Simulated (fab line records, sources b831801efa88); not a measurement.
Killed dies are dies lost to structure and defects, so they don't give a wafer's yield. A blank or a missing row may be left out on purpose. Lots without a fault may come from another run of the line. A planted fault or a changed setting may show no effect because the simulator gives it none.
fab line records | flow gf180mcu
record lots=5 wafers=15 last_day=33
route steps=602 shown V2@406 M3@409
lots that met no fault: from a run of the same line without faults
start_h: hours from the record's first day to the start of the lot's first wafer shown | wait_h: hours since the lot's step before | " the same as in the row above | L1.1+2: a row that stands for several wafers | - no value, or no start given | * or withheld: withheld | < > ~ a bound
route shown NAME@n: a module of which the file shows steps, and the number in the route of the first | usual: mean/standard deviation of fault-free wafers | same: alike in all rows | chamber/n: place in a boat | sites: the reading at each site | _std_site: their standard deviation | _edge_site: outer sites' mean less inner sites' | radius_mm: how far each site lies from the wafer's centre | mask NAME#n: copy n | behind: the tool/chamber that last shaped the wafer | hold: why the lot was held/for how many hours/how that ended | device: the transistor (n, p or np) that didn't switch | end of line: the same wafers' tests at the end of the route | a step without rows: its recipe alone | killed: dies lost to structure and defects at the first sort, not the wafer's yield | map: a wafer's dies, x killed, . not, _ none there
set.NAME: the setting as run; set.NAME@STEP: as run at that earlier step | model.NAME: the simulator's own value behind a step, which no gauge read
lots at some steps of the route; a table a step, a row a wafer
services: from which hour (start_h, from the record's first day; less than 0 if before it) a tool's chamber was out of use, for how many hours, and why
## steps
# step GF_V2_RS_MEAS_24
# recipe thk_meas_gauge=four-point-probe reads=W_of_V2_CVD_23+TiN_of_V2_SPUTTER_22+Ti_of_V2_SPUTTER_21
# usual V2_W_RS=0.327/0.0049
# columns lot.wafer tool chamber start_h wait_h V2_W_RS[ohm/sq]
L076.1 film_metro-01 - 487.12 0.2 0.319
L076.3 " - " " 0.318
L076.4 " - " " 0.316
L079.1 film_metro-01 - 516.13 0.1 0.324
L079.2 " - " " 0.325
L079.6 " - " " 0.327
L080.1 film_metro-02 - 521.02 0.1 0.334
L080.4 " - " " 0.332
L080.5 " - " " 0.336
L082.2 film_metro-02 - 534.23 0.1 0.325
L082.3 " - " " 0.327
L082.5 " - " " 0.323
L089.2 film_metro-04 - 603.00 0.1 0.327
L089.3 " - " " 0.343
L089.5 " - " " 0.338
# step GF_V2_THK_MEAS_25
# recipe thk_meas_gauge=xrf reads=W_of_V2_CVD_23
# usual V2_W_THK=346/5.6
# columns lot.wafer tool chamber start_h wait_h V2_W_THK[nm]
L076.1 film_metro-01 - 487.24 0.1 350
L076.3 " - " " 352
L076.4 " - " " 354
L079.1 film_metro-01 - 516.25 0.1 345
L079.2 " - " " 344
L079.6 " - " " 341
L080.1 film_metro-02 - 521.14 0.1 339
L080.4 " - " " 341
L080.5 " - " " 337
L082.2 film_metro-02 - 534.34 0.1 350
L082.3 " - " " 348
L082.5 " - " " 350
L089.2 film_metro-04 - 603.11 0.1 346
L089.3 " - " " 326
L089.5 " - " " 333
# step GF_V2_CMP_26
# recipe stop_on=SiO2 down_force_psi=3.5 platen_rpm=60 t_overpolish_s=15 target_thk_nm=0 pad_velocity_m_s=0.94248
# usual motor_current_A=11.2/1.9 overpolish_run_s=14.999/0.0097 time_to_endpoint_s=85/4.5
# columns lot.wafer tool chamber start_h wait_h motor_current_A overpolish_run_s time_to_endpoint_s
L076.4 cmp-01 1 487.30 0.0 11.5 14.982 88
L076.1 " 3 " " 9.3 15.001 89
L076.3 " 0 " " 12.4 14.992 94
L079.1 cmp-01 2 516.36 0.1 9.0 14.983 85
L079.2 " 3 " " 9.2 14.999 85
L079.6 " 2 " " 9.0 14.981 89
L080.1 cmp-01 0 521.20 0.1 12.7 14.999 86
L080.4 " 2 " " 9.1 15.006 85
L080.5 " 1 " " 11.8 14.985 81
L082.3 cmp-01 3 534.39 0.0 9.2 14.991 87
L082.2 " 0 " " 12.3 15.006 88
L082.5 " 0 " " 12.0 14.985 91
L089.3 cmp-02 1 603.21 0.1 13.4 15.003 78
L089.2 " 3 " " 9.1 14.996 78
L089.5 " 1 " " 13.6 15.012 77
# step GF_M3_SPUTTER_00
# recipe material=Ti target_thk_nm=37.5 arriving_ion_energy_ev=80 substrate_temp_c=200 chamber_pressure_pa=2 power_w=4000 time_s=150
# usual substrate_temp_c=199.98/0.16 throttle_valve_pct=30.3/1.2
# same time_s=150
# columns lot.wafer tool chamber start_h wait_h substrate_temp_c throttle_valve_pct
L076.1 pvd_sputter-04 - 487.60 0.1 200.02 31.0
L076.3 " - " " 200.17 30.3
L076.4 " - " " 200.06 28.6
L079.1 pvd_sputter-03 - 516.61 0.2 200.02 32.0
L079.2 " - " " 200.24 29.8
L079.6 " - " " 199.75 32.0
L080.1 pvd_sputter-03 - 521.50 0.2 199.99 31.5
L080.4 " - " " 199.84 31.7
L080.5 " - " " 199.99 32.0
L082.2 pvd_sputter-04 - 534.69 0.2 200.37 31.0
L082.3 " - " " 200.22 30.4
L082.5 " - " " 199.86 28.5
L089.2 pvd_sputter-03 - 603.48 0.1 200.16 31.8
L089.3 " - " " 200.03 29.9
L089.5 " - " " 199.93 30.0
# step GF_M3_SPUTTER_01
# recipe material=TiN target_thk_nm=30 power_w=6500 time_s=25 chamber_pressure_pa=0.4
# usual throttle_valve_pct=30.3/1.3
# same time_s=25
# columns lot.wafer tool chamber start_h wait_h throttle_valve_pct
L076.1 pvd_sputter-04 - 487.70 0.1 31.1
L076.3 " - " " 30.3
L076.4 " - " " 28.8
L079.1 pvd_sputter-03 - 516.71 0.1 32.3
L079.2 " - " " 29.9
L079.6 " - " " 32.4
L080.1 pvd_sputter-03 - 521.60 0.1 31.6
L080.4 " - " " 31.4
L080.5 " - " " 32.2
L082.2 pvd_sputter-04 - 534.79 0.1 30.9
L082.3 " - " " 30.0
L082.5 " - " " 28.2
L089.2 pvd_sputter-03 - 603.58 0.1 31.7
L089.3 " - " " 29.6
L089.5 " - " " 30.0
# step GF_M3_SPUTTER_02
# recipe material=AlCu target_thk_nm=450 power_w=10600 time_s=23.9 chamber_pressure_pa=0.4
# usual throttle_valve_pct=30.3/1.3
# same time_s=23.9
# columns lot.wafer tool chamber start_h wait_h throttle_valve_pct
L076.1 pvd_sputter-04 - 487.73 0.0 31.0
L076.3 " - " " 30.1
L076.4 " - " " 28.7
L079.1 pvd_sputter-03 - 516.74 0.0 32.1
L079.2 " - " " 29.8
L079.6 " - " " 32.1
L080.1 pvd_sputter-03 - 521.63 0.0 31.7
L080.4 " - " " 31.4
L080.5 " - " " 32.2
L082.2 pvd_sputter-04 - 534.82 0.0 31.1
L082.3 " - " " 30.3
L082.5 " - " " 28.7
L089.2 pvd_sputter-03 - 603.61 0.0 31.5
L089.3 " - " " 29.8
L089.5 " - " " 29.7
# step GF_M3_SPUTTER_03
# recipe material=Ti target_thk_nm=10 substrate_temp_c=300 chamber_pressure_pa=0.3 power_w=3000 time_s=6.7
# usual substrate_temp_c=299.98/0.19 throttle_valve_pct=30.3/1.3
# same time_s=6.7
# columns lot.wafer tool chamber start_h wait_h substrate_temp_c throttle_valve_pct
L076.1 pvd_sputter-04 - 487.76 0.0 299.64 31.3
L076.3 " - " " 300.11 30.8
L076.4 " - " " 299.81 28.6
L079.1 pvd_sputter-03 - 516.77 0.0 299.76 32.4
L079.2 " - " " 299.73 30.0
L079.6 " - " " 299.82 32.0
L080.1 pvd_sputter-03 - 521.66 0.0 299.76 31.4
L080.4 " - " " 300.04 31.6
L080.5 " - " " 300.10 31.9
L082.2 pvd_sputter-04 - 534.85 0.0 299.81 30.7
L082.3 " - " " 299.89 30.2
L082.5 " - " " 300.26 28.8
L089.2 pvd_sputter-03 - 603.64 0.0 299.83 31.2
L089.3 " - " " 300.28 29.8
L089.5 " - " " 300.24 30.2
# step GF_M3_SPUTTER_04
# recipe material=TiN target_thk_nm=50 power_w=6500 time_s=41.7 chamber_pressure_pa=0.4
# usual throttle_valve_pct=30.3/1.3
# same time_s=41.7
# columns lot.wafer tool chamber start_h wait_h throttle_valve_pct
L076.1 pvd_sputter-04 - 487.78 0.0 31.1
L076.3 " - " " 30.4
L076.4 " - " " 28.9
L079.1 pvd_sputter-03 - 516.79 0.0 32.3
L079.2 " - " " 29.8
L079.6 " - " " 32.4
L080.1 pvd_sputter-03 - 521.68 0.0 31.2
L080.4 " - " " 31.7
L080.5 " - " " 32.0
L082.2 pvd_sputter-04 - 534.87 0.0 31.0
L082.3 " - " " 30.4
L082.5 " - " " 28.8
L089.2 pvd_sputter-03 - 603.66 0.0 31.9
L089.3 " - " " 30.1
L089.5 " - " " 29.8
# step GF_M3_RS_MEAS_05
# recipe thk_meas_gauge=four-point-probe reads=TiN_of_M3_SPUTTER_04+Ti_of_M3_SPUTTER_03+AlCu_of_M3_SPUTTER_02+TiN_of_M3_SPUTTER_01+Ti_of_M3_SPUTTER_00
# usual M3_ALCU_RS=0.0692/0.00069
# columns lot.wafer tool chamber start_h wait_h M3_ALCU_RS[ohm/sq]
L076.1 film_metro-03 - 487.82 0.0 0.0685
L076.3 " - " " 0.0693
L076.4 " - " " 0.0694
L079.1 film_metro-04 - 516.83 0.0 0.0705
L079.2 " - " " 0.0690
L079.6 " - " " 0.0705
L080.1 film_metro-03 - 521.72 0.0 0.0686
L080.4 " - " " 0.0691
L080.5 " - " " 0.0688
L082.2 film_metro-04 - 534.93 0.0 0.0681
L082.3 " - " " 0.0692
L082.5 " - " " 0.0693
L089.2 film_metro-01 - 603.72 0.0 0.0684
L089.3 " - " " 0.0683
L089.5 " - " " 0.0685
# step GF_M3_THK_MEAS_06
# recipe thk_meas_gauge=xrf reads=AlCu_of_M3_SPUTTER_02
# usual M3_ALCU_THK=453/4.4
# columns lot.wafer tool chamber start_h wait_h M3_ALCU_THK[nm]
L076.1 film_metro-03 - 487.94 0.1 458
L076.3 " - " " 451
L076.4 " - " " 452
L079.1 film_metro-04 - 516.95 0.1 449
L079.2 " - " " 456
L079.6 " - " " 449
L080.1 film_metro-03 - 521.84 0.1 462
L080.4 " - " " 456
L080.5 " - " " 458
L082.2 film_metro-04 - 535.04 0.1 459
L082.3 " - " " 453
L082.5 " - " " 452
L089.2 film_metro-01 - 603.83 0.1 456
L089.3 " - " " 458
L089.5 " - " " 457
# step GF_M3_DEHYDRATE_07
# recipe temp_c=200 time_s=60
# same time_s=60
# columns lot.wafer tool chamber start_h wait_h
L076.1+3+4 litho_track-02 0 499.06 11.1
L079.1+2+6 litho_track-03 0 527.83 10.9
L080.1+4+5 litho_track-04 0 532.32 10.5
L082.2+3+5 litho_track-04 0 545.75 10.7
L089.2+3+5 litho_track-04 0 613.85 10.0
# step GF_M3_HMDS_08
# recipe prime_time_s=60 prime_temp_c=120
# same prime_time_s=60
# columns lot.wafer tool chamber start_h wait_h
L076.1+3+4 litho_track-02 0 499.21 0.1
L079.1+2+6 litho_track-03 0 527.98 0.1
L080.1+4+5 litho_track-04 0 532.47 0.1
L082.2+3+5 litho_track-04 0 545.90 0.1
L089.2+3+5 litho_track-04 0 614.00 0.1
# step GF_M3_COAT_09
# recipe resist=KrF spin_rpm=withheld resist_thk_nm=1000
# columns lot.wafer tool chamber start_h wait_h
L076.1+3+4 litho_track-02 0 499.36 0.1
L079.1+2+6 litho_track-03 0 528.13 0.1
L080.1+4+5 litho_track-04 0 532.62 0.1
L082.2+3+5 litho_track-04 0 546.05 0.1
L089.2+3+5 litho_track-04 0 614.15 0.1
# step GF_M3_SOFTBAKE_10
# recipe temp_c=130 time_s=60 resist=KrF
# same time_s=60
# columns lot.wafer tool chamber start_h wait_h
L076.1+3+4 litho_track-02 0 499.51 0.1
L079.1+2+6 litho_track-03 0 528.28 0.1
L080.1+4+5 litho_track-04 0 532.77 0.1
L082.2+3+5 litho_track-04 0 546.20 0.1
L089.2+3+5 litho_track-04 0 614.30 0.1
# step GF_M3_EXPOSE_11
# recipe mask_id=Metal3 target_cd_nm=280 na=0.68 source_shape=conventional sigma_outer=0.6 dose_mj=28
# columns lot.wafer tool chamber start_h wait_h mask
L076.1+3+4 krf_scanner-02 0 - - Metal3#0
L079.1+2+6 krf_scanner-02 0 - - Metal3#0
L080.1+4+5 krf_scanner-01 0 - - Metal3#0
L082.2+3+5 krf_scanner-02 0 - - Metal3#0
L089.2+3+5 krf_scanner-01 0 - - Metal3#0
# step GF_M3_PEB_12
# recipe peb_temp_c=135 peb_time_s=90 resist=KrF
# columns lot.wafer tool chamber start_h wait_h
L076.1+3+4 litho_track-04 0 - -
L079.1+2+6 litho_track-02 0 - -
L080.1+4+5 litho_track-02 0 - -
L082.2+3+5 litho_track-03 0 - -
L089.2+3+5 litho_track-03 0 - -
# step GF_M3_DEVELOP_13
# recipe develop_time_s=60 dev_temp_c=21
# columns lot.wafer tool chamber start_h wait_h
L076.1+3+4 litho_track-04 0 510.97 0.2
L079.1+2+6 litho_track-02 0 539.91 0.2
L080.1+4+5 litho_track-02 0 544.06 0.2
L082.2+3+5 litho_track-03 0 557.96 0.2
L089.2+3+5 litho_track-03 0 624.16 0.2
# step GF_M3_CD_MEAS_14
# recipe target_cd_nm=280
# usual cd_nm=279.7/0.98
# columns lot.wafer tool chamber start_h wait_h cd_nm
L076.1 cd_sem-01 - 511.16 0.2 279.6
L076.3 " - " " 277.8
L076.4 " - " " 279.1
L079.1 cd_sem-02 - 540.06 0.1 280.6
L079.2 " - " " 280.3
L079.6 " - " " 279.4
L080.1 cd_sem-01 - 544.21 0.1 280.2
L080.4 " - " " 279.4
L080.5 " - " " 279.7
L082.2 cd_sem-01 - 558.10 0.1 280.0
L082.3 " - " " 280.2
L082.5 " - " " 281.0
L089.2 cd_sem-01 - 624.30 0.1 277.5
L089.3 " - " " 278.5
L089.5 " - " " 278.4
# step GF_M3_OVL_MEAS_15
# usual M3_OVL=1/6
# columns lot.wafer tool chamber start_h wait_h M3_OVL[nm]
L076.1 overlay-01 - 511.28 0.1 -8
L076.3 " - " " 2
L076.4 " - " " -10
L079.1 overlay-01 - 540.18 0.1 -1
L079.2 " - " " 5
L079.6 " - " " -5
L080.1 overlay-02 - 544.33 0.1 5
L080.4 " - " " -3
L080.5 " - " " 6
L082.2 overlay-02 - 558.21 0.1 -2
L082.3 " - " " -3
L082.5 " - " " 1
L089.2 overlay-02 - 624.41 0.1 -8
L089.3 " - " " 0
L089.5 " - " " 9
# step GF_M3_METAL_ETCH_16
# recipe chemistry=Cl2/BCl3 mask_material=KrF target_depth_nm=750.8 stop_on=SiO2 pressure_mtorr=8 icp_w=800 bias_w=140 Cl2_flow_sccm=80 bcl3_flow_sccm=40 time_s=125.1
# usual bcl3_flow_sccm=40.03/0.13 drypump_motor_current_A=5.5/0.39 oes_product_au=0.985/0.0057 throttle_valve_pct=28.233/0.0084
# same time_s=125.1
# columns lot.wafer tool chamber start_h wait_h bcl3_flow_sccm drypump_motor_current_A oes_product_au rf_hours_counter_h throttle_valve_pct
L076.1 rie_metal-04 1 511.32 0.0 40.00 5.3 0.981 12 28.230
L076.3 " 0 " " 40.19 5.4 0.997 - 28.239
L076.4 " 1 " " 39.92 5.3 0.987 - 28.229
L079.1 rie_metal-02 0 540.21 0.0 40.03 5.2 0.984 5 28.240
L079.2 " 1 " " 40.06 4.9 0.988 4 28.244
L079.6 " 0 " " 40.03 5.2 0.977 - 28.231
L080.1 rie_metal-02 1 544.36 0.0 40.27 4.9 0.972 4 28.233
L080.4 " 1 " " 40.30 4.8 0.983 - 28.218
L080.5 " 1 " " 40.21 4.9 0.981 - 28.241
L082.2 rie_metal-04 0 558.24 0.0 40.02 5.4 0.989 3 28.240
L082.3 " 1 " " 40.02 5.4 0.979 - 28.224
L082.5 " 1 " " 39.95 5.3 0.987 - 28.234
L089.2 rie_metal-02 1 624.44 0.0 40.16 4.8 0.982 6 28.234
L089.3 " 0 " " 40.12 5.2 0.988 - 28.229
L089.5 " 0 " " 40.02 5.2 0.987 - 28.224
# step GF_M3_STRIP_17
# recipe chemistry=O2/N2 power_w=1400 pressure_mtorr=1500 platen_temp_c=250 o2_flow_sccm=3000 n2_flow_sccm=300 overash_fraction=0.5
# usual drypump_motor_current_A=5.7/0.42 heater_power_w=330/32 oes_product_au=0.539/0.0049 strip_time_to_endpoint_s=7.43/0.047
# same overash_fraction=0.5
# columns lot.wafer tool chamber start_h wait_h drypump_motor_current_A heater_power_w oes_product_au rf_hours_counter_h strip_time_to_endpoint_s
L076.1 plasma_asher-02 1 511.45 0.1 6.4 360 0.537 39 7.46
L076.3 " 1 " " 6.4 363 0.544 - 7.43
L076.4 " 0 " " 6.2 308 0.535 - 7.44
L079.1 plasma_asher-02 0 540.34 0.1 6.3 306 0.549 42 7.47
L079.2 " 1 " " 6.4 357 0.539 42 7.51
L079.6 " 1 " " 6.4 359 0.544 - 7.48
L080.1 plasma_asher-04 1 544.49 0.1 5.3 296 0.544 92 7.45
L080.4 " 1 " " 5.3 309 0.542 - 7.42
L080.5 " 1 " " 5.3 305 0.540 - 7.40
L082.2 plasma_asher-04 0 558.37 0.1 5.2 308 0.537 94 7.43
L082.3 " 0 " " 5.2 314 0.547 - 7.40
L082.5 " 0 " " 5.3 300 0.542 - 7.45
L089.2 plasma_asher-02 0 624.57 0.1 6.3 306 0.543 53 7.47
L089.3 " 0 " " 6.2 300 0.540 - 7.42
L089.5 " 1 " " 6.4 356 0.544 - 7.42
# step GF_M3_STRIP_18
# recipe chemistry=post_etch_residue_remover time_s=1200 temp_c=72.5
# usual bath_heat_duty_pct=15.1/1
# same time_s=1200
# columns lot.wafer tool chamber start_h wait_h bath_heat_duty_pct
L076.1 wet_bench-01 0 511.55 0.1 16.7
L076.3 " 0 " " 17.8
L076.4 " 0 " " 14.3
L079.1 wet_bench-01 0 540.44 0.1 15.8
L079.2 " 0 " " 15.6
L079.6 " 0 " " 16.0
L080.1 wet_bench-01 2 544.59 0.1 15.5
L080.4 " 2 " " 14.2
L080.5 " 2 " " 15.5
L082.2 wet_bench-03 3 558.47 0.1 14.6
L082.3 " 3 " " 15.6
L082.5 " 3 " " 15.6
L089.2 wet_bench-04 1 624.67 0.1 15.6
L089.3 " 1 " " 15.4
L089.5 " 1 " " 15.4
## services
# columns tool chamber start_h hours kind
krf_scanner-02 - 477.33 1.0 pm
plasma_asher-02 - 484.69 14.6 pm
krf_scanner-02 - 485.18 4.0 pm
cmp-02 - 503.06 2.1 repair
cmp-02 - 506.45 0.8 repair
rie_metal-02 - 511.16 2.8 pm
krf_scanner-02 - 522.03 0.8 pm
krf_scanner-01 - 523.63 1.0 pm
krf_scanner-02 - 523.64 0.3 repair
krf_scanner-01 - 525.04 4.4 repair
rie_metal-02 - 532.50 0.2 repair
plasma_asher-02 - 537.68 2.3 repair
cmp-02 - 540.64 3.2 repair
rie_metal-04 - 544.92 2.8 pm
cmp-01 - 547.25 0.5 repair
krf_scanner-02 - 547.25 4.4 pm
cmp-01 - 554.29 1.4 repair
krf_scanner-01 - 566.41 1.3 pm
pvd_sputter-04 - 568.94 2.7 repair
krf_scanner-02 - 600.85 36.0 pm
rie_metal-02 - 605.32 0.8 repair
plasma_asher-04 - 606.65 28.1 pm
cmp-01 - 608.13 10.2 pm
krf_scanner-01 - 619.98 2.5 repair
## key
fault none
